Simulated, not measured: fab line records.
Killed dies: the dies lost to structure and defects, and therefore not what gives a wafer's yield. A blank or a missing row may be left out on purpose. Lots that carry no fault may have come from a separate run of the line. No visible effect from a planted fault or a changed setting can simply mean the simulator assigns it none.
fab line records    flow gf180mcu
record: lots: 5  wafers: 15  last-day: 34
route steps=602 shown M4@457 V4@476
lots that met no fault: taken from a fault-free run of the same line
start-h: the number of hours between the record's first day and the start of the first shown wafer of the lot    wait-h: how many hours have passed since the lot's step before this one    " unchanged from the row above    L1.1+2: a single row standing in for several wafers    - no value, or no start was given    * or withheld: withheld    < > ~ a bound
route shown NAME@n: NAME is a module with steps in the file, n the number in the route of the first one    usual: mean/standard deviation taken from wafers without a fault    same: alike in all rows    chamber/n: place in a boat    sites: each site's reading    _std_site: standard deviation of those values    _edge_site: the outer-site mean with the inner-site mean subtracted    radius-mm: for every site, how far away it sits from the centre of the wafer    mask NAME#n: copy n    behind: the last tool/chamber to shape the wafer    hold: why the lot went on hold/how many hours it stayed there/how the hold came to an end    device: transistor that didn't switch, given as n, p or np    end of line: the tests these same wafers got at the end of their route    step lacking rows: just its recipe    killed: dies that structure and defects cost at the first sort, which is not the same as the wafer's yield    map: a wafer's dies, marking killed ones x, the rest . and places with no die _
set.NAME: the setting the step ran with; set.NAME@STEP: the setting that earlier step ran with    model.NAME: the simulator's own value behind a step, which no gauge read
a table for each step, a row for each wafer; lots at some steps of the route
services: from which hour (start-h, from the record's first day; less than 0 if before it) a tool's chamber was out of use, for how many hours, and why
== steps ==
step: GF_M4_SPUTTER_01
recipe: material: TiN  target-thk-nm: 30  power-w: 6500  time-s: 25  chamber-pressure-pa: 0.4
usual: throttle-valve-pct: 30.0/1.1
lot.wafer  tool            chamber  start-h  wait-h  throttle-valve-pct
L077.1     pvd-sputter-01  -        531.18   0.1     31.3
L077.3     "               -        "        "       30.3
L077.4     "               -        "        "       28.8
L079.2     pvd-sputter-04  -        555.35   0.1     27.0
L079.4     "               -        "        "       29.8
L079.5     "               -        "        "       30.9
L083.1     pvd-sputter-03  -        591.10   0.1     31.1
L083.2     "               -        "        "       30.3
L083.6     "               -        "        "       30.3
L094.2     pvd-sputter-03  -        671.41   0.1     30.2
L094.5     "               -        "        "       30.3
L094.6     "               -        "        "       31.2
L096.2     pvd-sputter-04  -        681.71   0.1     27.2
L096.3     "               -        "        "       31.1
L096.5     "               -        "        "       27.2
step: GF_M4_SPUTTER_02
recipe: material: AlCu  target-thk-nm: 450  power-w: 10600  time-s: 23.9  chamber-pressure-pa: 0.4
usual: throttle-valve-pct: 30.0/1.1
lot.wafer  tool            chamber  start-h  wait-h  throttle-valve-pct
L077.1     pvd-sputter-01  -        531.22   0.0     30.7
L077.3     "               -        "        "       30.6
L077.4     "               -        "        "       28.8
L079.2     pvd-sputter-04  -        555.38   0.0     27.2
L079.4     "               -        "        "       29.8
L079.5     "               -        "        "       30.9
L083.1     pvd-sputter-03  -        591.13   0.0     31.0
L083.2     "               -        "        "       29.7
L083.6     "               -        "        "       30.1
L094.2     pvd-sputter-03  -        671.44   0.0     30.4
L094.5     "               -        "        "       29.9
L094.6     "               -        "        "       31.1
L096.2     pvd-sputter-04  -        681.74   0.0     27.0
L096.3     "               -        "        "       31.0
L096.5     "               -        "        "       27.3
step: GF_M4_SPUTTER_03
recipe: material: Ti  target-thk-nm: 10  substrate-temp-c: 300  chamber-pressure-pa: 0.3  power-w: 3000  time-s: 6.7
usual: throttle-valve-pct: 30.0/1.1
lot.wafer  tool            chamber  start-h  wait-h  throttle-valve-pct
L077.1     pvd-sputter-01  -        531.25   0.0     31.0
L077.3     "               -        "        "       30.2
L077.4     "               -        "        "       28.9
L079.2     pvd-sputter-04  -        555.41   0.0     27.1
L079.4     "               -        "        "       29.9
L079.5     "               -        "        "       30.9
L083.1     pvd-sputter-03  -        591.16   0.0     31.0
L083.2     "               -        "        "       29.9
L083.6     "               -        "        "       30.0
L094.2     pvd-sputter-03  -        671.47   0.0     30.1
L094.5     "               -        "        "       30.1
L094.6     "               -        "        "       31.2
L096.2     pvd-sputter-04  -        681.77   0.0     27.0
L096.3     "               -        "        "       30.8
L096.5     "               -        "        "       27.3
step: GF_M4_SPUTTER_04
recipe: material: TiN  target-thk-nm: 50  power-w: 6500  time-s: 41.7  chamber-pressure-pa: 0.4
usual: throttle-valve-pct: 30.0/1.1
lot.wafer  tool            chamber  start-h  wait-h  throttle-valve-pct
L077.1     pvd-sputter-01  -        531.27   0.0     30.9
L077.3     "               -        "        "       30.2
L077.4     "               -        "        "       28.8
L079.2     pvd-sputter-04  -        555.43   0.0     27.1
L079.4     "               -        "        "       29.8
L079.5     "               -        "        "       30.9
L083.1     pvd-sputter-03  -        591.18   0.0     31.1
L083.2     "               -        "        "       30.1
L083.6     "               -        "        "       29.9
L094.2     pvd-sputter-03  -        671.49   0.0     30.1
L094.5     "               -        "        "       30.2
L094.6     "               -        "        "       31.2
L096.2     pvd-sputter-04  -        681.79   0.0     27.3
L096.3     "               -        "        "       30.9
L096.5     "               -        "        "       27.2
step: GF_M4_RS_MEAS_05
recipe: thk-meas-gauge: four-point-probe  reads: TiN_of_M4_SPUTTER_04+Ti_of_M4_SPUTTER_03+AlCu_of_M4_SPUTTER_02+TiN_of_M4_SPUTTER_01+Ti_of_M4_SPUTTER_00
usual: M4_ALCU_RS: 0.0696/0.00054
lot.wafer  tool           chamber  start-h  wait-h  M4_ALCU_RS[ohm/sq]
L077.1     film-metro-03  -        531.31   0.0     0.0691
L077.3     "              -        "        "       0.0691
L077.4     "              -        "        "       0.0700
L079.2     film-metro-03  -        555.49   0.0     0.0693
L079.4     "              -        "        "       0.0695
L079.5     "              -        "        "       0.0705
L083.1     film-metro-03  -        591.22   0.0     0.0711
L083.2     "              -        "        "       0.0703
L083.6     "              -        "        "       0.0705
L094.2     film-metro-03  -        671.55   0.0     0.0695
L094.5     "              -        "        "       0.0696
L094.6     "              -        "        "       0.0699
L096.2     film-metro-01  -        681.85   0.0     0.0696
L096.3     "              -        "        "       0.0704
L096.5     "              -        "        "       0.0700
step: GF_M4_THK_MEAS_06
recipe: thk-meas-gauge: xrf  reads: AlCu_of_M4_SPUTTER_02
usual: M4_ALCU_THK: 451/4
lot.wafer  tool           chamber  start-h  wait-h  M4_ALCU_THK[nm]
L077.1     film-metro-03  -        531.43   0.1     453
L077.3     "              -        "        "       456
L077.4     "              -        "        "       448
L079.2     film-metro-03  -        555.60   0.1     451
L079.4     "              -        "        "       450
L079.5     "              -        "        "       444
L083.1     film-metro-03  -        591.34   0.1     444
L083.2     "              -        "        "       447
L083.6     "              -        "        "       445
L094.2     film-metro-03  -        671.66   0.1     450
L094.5     "              -        "        "       451
L094.6     "              -        "        "       448
L096.2     film-metro-01  -        681.96   0.1     450
L096.3     "              -        "        "       444
L096.5     "              -        "        "       448
step: GF_M4_DEHYDRATE_07
recipe: temp-c: 200  time-s: 60
lot.wafer   tool            chamber  start-h  wait-h
L077.1+3+4  litho-track-01  0        542.26   10.8
L079.2+4+5  litho-track-04  0        565.85   10.2
L083.1+2+6  litho-track-04  0        601.27   9.9
L094.2+5+6  litho-track-01  0        680.54   8.9
L096.2+3+5  litho-track-01  0        690.39   8.4
step: GF_M4_HMDS_08
recipe: prime-time-s: 60  prime-temp-c: 120
same: prime-time-s: 60
lot.wafer   tool            chamber  start-h  wait-h
L077.1+3+4  litho-track-01  0        542.41   0.1
L079.2+4+5  litho-track-04  0        566.00   0.1
L083.1+2+6  litho-track-04  0        601.42   0.1
L094.2+5+6  litho-track-01  0        680.69   0.1
L096.2+3+5  litho-track-01  0        690.54   0.1
step: GF_M4_COAT_09
recipe: resist: KrF  spin-rpm: withheld  resist-thk-nm: 1000
lot.wafer   tool            chamber  start-h  wait-h
L077.1+3+4  litho-track-01  0        542.56   0.1
L079.2+4+5  litho-track-04  0        566.15   0.1
L083.1+2+6  litho-track-04  0        601.57   0.1
L094.2+5+6  litho-track-01  0        680.84   0.1
L096.2+3+5  litho-track-01  0        690.69   0.1
step: GF_M4_SOFTBAKE_10
recipe: temp-c: 130  time-s: 60  resist: KrF
lot.wafer   tool            chamber  start-h  wait-h
L077.1+3+4  litho-track-01  0        542.71   0.1
L079.2+4+5  litho-track-04  0        566.30   0.1
L083.1+2+6  litho-track-04  0        601.72   0.1
L094.2+5+6  litho-track-01  0        680.99   0.1
L096.2+3+5  litho-track-01  0        690.84   0.1
step: GF_M4_EXPOSE_11
recipe: mask-id: Metal4  target-cd-nm: 280  na: 0.68  source-shape: conventional  sigma-outer: 0.6  dose-mj: 28
same: sigma-outer: 0.6
lot.wafer   tool            chamber  start-h  wait-h  mask
L077.1+3+4  krf-scanner-01  0        -        -       Metal4#0
L079.2+4+5  krf-scanner-02  0        -        -       Metal4#0
L083.1+2+6  krf-scanner-01  0        -        -       Metal4#0
L094.2+5+6  krf-scanner-01  0        -        -       Metal4#0
L096.2+3+5  krf-scanner-01  0        -        -       Metal4#0
step: GF_M4_PEB_12
recipe: peb-temp-c: 135  peb-time-s: 90  resist: KrF
lot.wafer   tool            chamber  start-h  wait-h
L077.1+3+4  litho-track-01  0        -        -
L079.2+4+5  litho-track-01  0        -        -
L083.1+2+6  litho-track-04  0        -        -
L094.2+5+6  litho-track-01  0        -        -
L096.2+3+5  litho-track-04  0        -        -
step: GF_M4_DEVELOP_13
recipe: develop-time-s: 60  dev-temp-c: 21
lot.wafer   tool            chamber  start-h  wait-h
L077.1+3+4  litho-track-01  0        554.21   0.2
L079.2+4+5  litho-track-01  0        576.99   0.2
L083.1+2+6  litho-track-04  0        611.92   0.2
L094.2+5+6  litho-track-01  0        689.89   0.2
L096.2+3+5  litho-track-04  0        699.50   0.2
step: GF_M4_CD_MEAS_14
recipe: target-cd-nm: 280
usual: cd-nm: 280.0/1.1
lot.wafer  tool       chamber  start-h  wait-h  cd-nm
L077.1     cd-sem-01  -        554.36   0.1     281.0
L077.3     "          -        "        "       280.4
L077.4     "          -        "        "       280.0
L079.2     cd-sem-01  -        577.13   0.1     279.7
L079.4     "          -        "        "       279.8
L079.5     "          -        "        "       279.3
L083.1     cd-sem-01  -        612.07   0.1     279.4
L083.2     "          -        "        "       279.7
L083.6     "          -        "        "       278.5
L094.2     cd-sem-01  -        690.03   0.1     282.4
L094.5     "          -        "        "       282.0
L094.6     "          -        "        "       282.3
L096.2     cd-sem-01  -        699.64   0.1     280.5
L096.3     "          -        "        "       281.4
L096.5     "          -        "        "       280.3
step: GF_M4_OVL_MEAS_15
usual: M4_OVL: -1/6.2
lot.wafer  tool        chamber  start-h  wait-h  M4_OVL[nm]
L077.1     overlay-01  -        554.48   0.1     2
L077.3     "           -        "        "       -3
L077.4     "           -        "        "       -4
L079.2     overlay-02  -        577.24   0.1     6
L079.4     "           -        "        "       7
L079.5     "           -        "        "       7
L083.1     overlay-02  -        612.19   0.1     -1
L083.2     "           -        "        "       0
L083.6     "           -        "        "       3
L094.2     overlay-02  -        690.14   0.1     4
L094.5     "           -        "        "       -1
L094.6     "           -        "        "       0
L096.2     overlay-01  -        699.75   0.1     1
L096.3     "           -        "        "       -6
L096.5     "           -        "        "       -3
step: GF_M4_METAL_ETCH_16
recipe: chemistry: Cl2/BCl3  mask-material: KrF  target-depth-nm: 627.5  stop-on: SiO2  pressure-mtorr: 8  icp-w: 800  bias-w: 140  Cl2_flow_sccm: 80  bcl3-flow-sccm: 40  time-s: 104.6
usual: chamber-pressure-mTorr: 8.001/0.0074  drypump-motor-current-A: 5.8/0.38  he-backside-leak-sccm: 3.47/0.22  oes-product-au: 0.972/0.0061  throttle-valve-pct: 28.250/0.0094
lot.wafer  tool          chamber  start-h  wait-h  chamber-pressure-mTorr  drypump-motor-current-A  he-backside-leak-sccm  oes-product-au  rf-hours-counter-h  throttle-valve-pct
L077.1     rie-metal-04  0        554.52   0.0     7.992                   6.6                      3.09                   0.979           12                  28.231
L077.3     "             0        "        "       8.009                   6.7                      3.13                   0.977           -                   28.255
L077.4     "             1        "        "       8.003                   5.9                      3.65                   0.956           -                   28.257
L079.2     rie-metal-03  1        577.27   0.0     7.997                   5.5                      3.68                   0.970           3                   28.258
L079.4     "             1        "        "       8.006                   5.5                      3.50                   0.964           -                   28.253
L079.5     "             1        "        "       7.998                   5.5                      3.64                   0.967           -                   28.265
L083.1     rie-metal-03  0        612.23   0.0     8.015                   5.6                      3.11                   0.963           10                  28.260
L083.2     "             1        "        "       8.015                   5.4                      3.57                   0.968           4                   28.245
L083.6     "             1        "        "       7.997                   5.5                      4.26                   0.966           -                   28.253
L094.2     rie-metal-03  1        690.17   0.0     8.000                   5.5                      3.48                   0.975           6                   28.251
L094.5     "             1        "        "       7.998                   5.5                      3.79                   0.975           -                   28.258
L094.6     "             0        "        "       7.999                   5.6                      3.41                   0.979           -                   28.248
L096.2     rie-metal-03  1        699.78   0.0     8.009                   5.5                      3.47                   0.965           7                   28.250
L096.3     "             1        "        "       8.015                   5.4                      3.62                   0.970           -                   28.232
L096.5     "             1        "        "       8.006                   5.4                      3.74                   0.975           -                   28.261
step: GF_M4_STRIP_17
recipe: chemistry: O2/N2  power-w: 1400  pressure-mtorr: 1500  platen-temp-c: 250  o2-flow-sccm: 3000  n2-flow-sccm: 300  overash-fraction: 0.5
usual: chamber-pressure-mTorr: 1500.0/1.4  drypump-motor-current-A: 5.52/0.27  heater-power-w: 356/58  oes-product-au: 0.558/0.0043  strip-time-to-endpoint-s: 7.87/0.032
lot.wafer  tool             chamber  start-h  wait-h  chamber-pressure-mTorr  drypump-motor-current-A  heater-power-w  oes-product-au  rf-hours-counter-h  strip-time-to-endpoint-s
L077.1     plasma-asher-02  0        554.63   0.1     1502.0                  5.04                     312             0.566           94                  7.90
L077.3     "                1        "        "       1497.7                  5.59                     350             0.556           -                   7.83
L077.4     "                0        "        "       1501.4                  5.04                     311             0.558           -                   7.89
L079.2     plasma-asher-02  0        577.38   0.1     1501.1                  5.02                     306             0.559           97                  7.85
L079.4     "                1        "        "       1498.0                  5.59                     357             0.563           -                   7.81
L079.5     "                1        "        "       1500.4                  5.57                     349             0.556           -                   7.85
L083.1     plasma-asher-01  1        612.34   0.1     1499.2                  5.32                     384             0.555           49                  7.88
L083.2     "                0        "        "       1501.3                  5.72                     376             0.562           49                  7.85
L083.6     "                1        "        "       1498.4                  5.32                     387             0.553           -                   7.89
L094.2     plasma-asher-03  0        690.28   0.1     1499.7                  5.39                     283             0.561           90                  7.91
L094.5     "                0        "        "       1498.9                  5.38                     284             0.558           -                   7.88
L094.6     "                1        "        "       1502.0                  5.87                     435             0.555           -                   7.90
L096.2     plasma-asher-03  0        699.89   0.1     1499.8                  5.43                     281             0.568           91                  7.89
L096.3     "                1        "        "       1499.2                  5.85                     442             0.561           -                   7.88
L096.5     "                0        "        "       1499.5                  5.40                     272             0.558           -                   7.88
step: GF_M4_STRIP_18
recipe: chemistry: post-etch-residue-remover  time-s: 1200  temp-c: 72.5
lot.wafer   tool          chamber  start-h  wait-h
L077.1+3+4  wet-bench-02  2        554.73   0.1
L079.2+4+5  wet-bench-02  0        577.48   0.1
L083.1+2+6  wet-bench-01  0        612.44   0.1
L094.2+5+6  wet-bench-01  2        690.38   0.1
L096.2+3+5  wet-bench-04  0        699.99   0.1
step: GF_M4_CLEAN_19
recipe: chemistry: DIW  dry: n2-spin
lot.wafer   tool          chamber  start-h  wait-h
L077.1+3+4  wet-bench-04  3        555.07   0.0
L079.2+4+5  wet-bench-02  2        577.91   0.1
L083.1+2+6  wet-bench-04  2        612.81   0.0
L094.2+5+6  wet-bench-02  3        690.75   0.0
L096.2+3+5  wet-bench-02  1        700.67   0.0
step: GF_V4_CVD_00
recipe: material: SiO2  target-thk-nm: 600  sigma-open-frac: 0.3  temp-c: 400  time-s: 100  sih4-flow-sccm: 60  pressure-mtorr: 6
lot.wafer   tool       chamber  start-h  wait-h
L077.1+3+4  hdpcvd-01  1,0,2    555.16   0.0
L079.2+4+5  hdpcvd-02  2,0,1    578.01   0.0
L083.1+2+6  hdpcvd-01  1,0,1    612.90   0.0
L094.2+5+6  hdpcvd-01  2,0,1    690.84   0.0
L096.2+3+5  hdpcvd-02  2,1,1    700.76   0.0
step: GF_V4_THK_MEAS_01
recipe: reads: SiO2_of_V4_CVD_00
usual: V4_CVD_00_THK: 602/5.2
lot.wafer  tool           chamber  start-h  wait-h  V4_CVD_00_THK[nm]
L077.1     film-metro-03  -        555.24   0.0     602
L077.3     "              -        "        "       596
L077.4     "              -        "        "       597
L079.2     film-metro-03  -        578.09   0.0     601
L079.4     "              -        "        "       607
L079.5     "              -        "        "       600
L083.1     film-metro-04  -        612.98   0.0     602
L083.2     "              -        "        "       603
L083.6     "              -        "        "       608
L094.2     film-metro-04  -        690.93   0.0     594
L094.5     "              -        "        "       602
L094.6     "              -        "        "       606
L096.2     film-metro-02  -        700.85   0.0     599
L096.3     "              -        "        "       598
L096.5     "              -        "        "       594
step: GF_V4_CVD_02
recipe: material: SiO2  target-thk-nm: 850  precursor: TEOS  temp-c: 400  time-s: 94.851  rf-w: 600
usual: heater-power-w: 647/120
lot.wafer  tool      chamber  start-h  wait-h  heater-power-w
L077.1     pecvd-01  2        555.30   0.1     533
L077.3     "         1        "        "       680
L077.4     "         1        "        "       719
L079.2     pecvd-01  0        578.14   0.0     696
L079.4     "         0        "        "       567
L079.5     "         1        "        "       747
L083.1     pecvd-04  1        613.04   0.1     611
L083.2     "         2        "        "       869
L083.6     "         2        "        "       918
L094.2     pecvd-03  2        690.98   0.0     650
L094.5     "         1        "        "       524
L094.6     "         2        "        "       724
L096.2     pecvd-04  2        700.90   0.0     949
L096.3     "         1        "        "       601
L096.5     "         2        "        "       799
step: GF_V4_THK_MEAS_03
recipe: reads: SiO2_of_V4_CVD_02
usual: V4_CVD_02_THK: 850/10
lot.wafer  tool           chamber  start-h  wait-h  V4_CVD_02_THK[nm]
L077.1     film-metro-04  -        555.37   0.0     838
L077.3     "              -        "        "       842
L077.4     "              -        "        "       858
L079.2     film-metro-04  -        578.22   0.0     855
L079.4     "              -        "        "       868
L079.5     "              -        "        "       866
L083.1     film-metro-02  -        613.11   0.0     835
L083.2     "              -        "        "       843
L083.6     "              -        "        "       843
L094.2     film-metro-02  -        691.06   0.0     842
L094.5     "              -        "        "       851
L094.6     "              -        "        "       854
L096.2     film-metro-02  -        700.98   0.0     851
L096.3     "              -        "        "       853
L096.5     "              -        "        "       860
step: GF_V4_CMP_04
recipe: material: SiO2  down-force-psi: 4  platen-rpm: 60  pad-velocity-m-s: 0.94248
usual: motor-current-A: 11.8/1.2  time-to-endpoint-s: 80/4.5
lot.wafer  tool    chamber  start-h  wait-h  motor-current-A  time-to-endpoint-s
L077.1     cmp-01  0        555.48   0.1     10.8             77
L077.4     "       1        "        "       10.9             84
L077.3     "       2        "        "       11.1             77
L079.4     cmp-01  3        578.27   0.0     10.4             90
L079.2     "       0        "        "       10.9             85
L079.5     "       0        "        "       11.0             88
L083.2     cmp-02  1        613.22   0.1     13.6             79
L083.1     "       3        "        "       14.1             73
L083.6     "       1        "        "       13.7             77
L094.2     cmp-02  3        691.16   0.1     13.5             77
L094.6     "       2        "        "       11.3             79
L094.5     "       3        "        "       14.2             80
L096.2     cmp-02  2        701.03   0.0     11.3             78
L096.3     "       1        "        "       13.9             80
L096.5     "       2        "        "       11.0             82
step: GF_V4_BOW_MEAS_05
recipe: mode: bow
usual: V4_BOW: 133/7.4
lot.wafer  tool           chamber  start-h  wait-h  V4_BOW[um]
L077.1     film-metro-04  -        555.73   0.2     130
L077.3     "              -        "        "       142
L077.4     "              -        "        "       131
L079.2     film-metro-02  -        578.59   0.2     130
L079.4     "              -        "        "       133
L079.5     "              -        "        "       119
L083.1     film-metro-02  -        613.47   0.1     136
L083.2     "              -        "        "       126
L083.6     "              -        "        "       145
L094.2     film-metro-03  -        691.43   0.2     124
L094.5     "              -        "        "       121
L094.6     "              -        "        "       132
L096.2     film-metro-03  -        701.35   0.3     156
L096.3     "              -        "        "       157
L096.5     "              -        "        "       130
step: GF_V4_DEHYDRATE_06
recipe: temp-c: 200  time-s: 60
lot.wafer   tool            chamber  start-h  wait-h
L077.1+3+4  litho-track-03  0        566.39   10.6
L079.2+4+5  litho-track-02  0        588.36   9.8
L083.1+2+6  litho-track-02  0        623.53   10.0
L094.2+5+6  litho-track-03  0        699.87   8.4
L096.2+3+5  litho-track-01  0        710.24   8.9
step: GF_V4_HMDS_07
recipe: prime-time-s: 60  prime-temp-c: 120
same: prime-time-s: 60
lot.wafer   tool            chamber  start-h  wait-h
L077.1+3+4  litho-track-03  0        566.54   0.1
L079.2+4+5  litho-track-02  0        588.51   0.1
L083.1+2+6  litho-track-02  0        623.68   0.1
L094.2+5+6  litho-track-03  0        700.02   0.1
L096.2+3+5  litho-track-01  0        710.39   0.1
step: GF_V4_COAT_08
recipe: resist: BARC  temp-c: withheld  time-s: withheld  spin-rpm: withheld  resist-thk-nm: withheld
lot.wafer   tool            chamber  start-h  wait-h
L077.1+3+4  litho-track-03  0        566.69   0.1
L079.2+4+5  litho-track-02  0        588.66   0.1
L083.1+2+6  litho-track-02  0        623.83   0.1
L094.2+5+6  litho-track-03  0        700.17   0.1
L096.2+3+5  litho-track-01  0        710.54   0.1
step: GF_V4_COAT_09
recipe: resist: KrF  spin-rpm: withheld  resist-thk-nm: 1000
lot.wafer   tool            chamber  start-h  wait-h
L077.1+3+4  litho-track-03  0        -        -
L079.2+4+5  litho-track-02  0        -        -
L083.1+2+6  litho-track-02  0        -        -
L094.2+5+6  litho-track-03  0        -        -
L096.2+3+5  litho-track-01  0        -        -
step: GF_V4_SOFTBAKE_10
recipe: temp-c: 130  time-s: 60  resist: KrF
lot.wafer   tool            chamber  start-h  wait-h
L077.1+3+4  litho-track-03  0        -        -
L079.2+4+5  litho-track-02  0        -        -
L083.1+2+6  litho-track-02  0        -        -
L094.2+5+6  litho-track-03  0        -        -
L096.2+3+5  litho-track-01  0        -        -
step: GF_V4_EXPOSE_11
recipe: mask-id: Via4  target-cd-nm: 260  na: 0.68  source-shape: conventional  sigma-outer: 0.6  dose-mj: 38
same: sigma-outer: 0.6
lot.wafer   tool            chamber  start-h  wait-h  mask
L077.1+3+4  krf-scanner-02  0        -        -       Via4#0
L079.2+4+5  krf-scanner-01  0        -        -       Via4#0
L083.1+2+6  krf-scanner-02  0        -        -       Via4#0
L094.2+5+6  krf-scanner-02  0        -        -       Via4#0
L096.2+3+5  krf-scanner-02  0        -        -       Via4#0
step: GF_V4_PEB_12
recipe: peb-temp-c: 135  peb-time-s: 90  resist: KrF
lot.wafer   tool            chamber  start-h  wait-h
L077.1+3+4  litho-track-03  0        -        -
L079.2+4+5  litho-track-03  0        -        -
L083.1+2+6  litho-track-01  0        -        -
L094.2+5+6  litho-track-02  0        -        -
L096.2+3+5  litho-track-03  0        -        -
== services ==
tool            chamber  start-h  hours  kind
cmp-02          -        512.59   0.9    repair
krf-scanner-01  -        514.19   0.9    repair
krf-scanner-02  -        516.44   4.4    pm
cmp-02          -        535.64   8.7    repair
krf-scanner-02  -        536.97   1.0    pm
pvd-sputter-01  -        537.96   0.8    repair
cmp-02          -        540.34   0.7    repair
cmp-02          -        556.24   0.8    repair
krf-scanner-01  -        560.91   0.8    pm
hdpcvd-01       -        574.44   1.7    repair
krf-scanner-02  -        591.51   6.2    repair
hdpcvd-01       0        623.76   17.3   repair
krf-scanner-01  -        625.48   1.3    pm
pvd-sputter-01  -        625.85   65.9   repair
krf-scanner-01  -        628.23   1.0    pm
pvd-sputter-03  -        638.32   5.5    repair
hdpcvd-01       2        640.99   4.3    repair
krf-scanner-02  -        660.56   1.3    pm
pvd-sputter-01  -        663.16   5.6    repair
cmp-02          -        676.34   1.6    repair
pvd-sputter-04  -        690.89   2.5    repair
krf-scanner-01  -        700.26   0.7    repair
krf-scanner-02  -        705.97   1.0    pm
krf-scanner-01  -        708.56   4.4    pm
== key ==
fault none
